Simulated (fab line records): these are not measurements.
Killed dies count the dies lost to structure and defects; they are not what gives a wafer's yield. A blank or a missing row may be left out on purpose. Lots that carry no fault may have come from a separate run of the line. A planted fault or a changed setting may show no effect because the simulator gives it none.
Matching of chambers    flow sfq_line    rie_diel-03 running SFQ_TRILAYER_L0_VIA_BARC_OPEN_VIA_ETCH_021: 4 sister chambers
The step etches BARC in O2, target depth 125 nm, time 41.7 s. 8 wafers are shown with their chamber, then 7 later ones without.

WAFERS WITH THEIR CHAMBER
wafer   chamber  drypump_motor_current_A (A)  oes_product_au (a.u.)
L077.3  1        5.3                          0.686
L078.2  0        6.1                          0.682
L081.1  0        6.1                          0.687
L088.2  3        6.3                          0.691
L088.3  1        5.2                          0.682
L088.4  2        6.7                          0.680
L092.1  2        6.7                          0.695
L092.4  3        6.3                          0.680

WAFERS WITH NO CHAMBER GIVEN
wafer   drypump_motor_current_A (A)  oes_product_au (a.u.)
L092.5  6.3                          0.684
L094.1  6.3                          0.688
L094.2  5.3                          0.682
L094.3  6.7                          0.688
L094.4  6.1                          0.687
L094.5  6.7                          0.679
L094.6  6.3                          0.676

WHICH CHAMBER EACH ONE RAN IN
wafer   from the rows above  in truth
L092.5  3                    3
L094.1  3                    3
L094.2  1                    1
L094.3  2                    2
L094.4  0                    0
L094.5  2                    2
L094.6  3                    3
Placed correctly: 7 of 7. Can't be placed from these rows: 0. Placed wrongly: 0.
How it was worked out, from the rows above alone: a wafer's distance from a chamber is the root of the sum, over the readings, of the square of ((its reading less the chamber's mean) divided by the reading's scatter). The wafer belongs to the nearest chamber; if the next one is less than 2 further off, it can't be placed. The mean given for a chamber averages the wafers shown for that chamber. The scatter: the root of (the sum of the squares of (reading less its chamber's mean) over the shown wafers, divided by (wafers less chambers)).
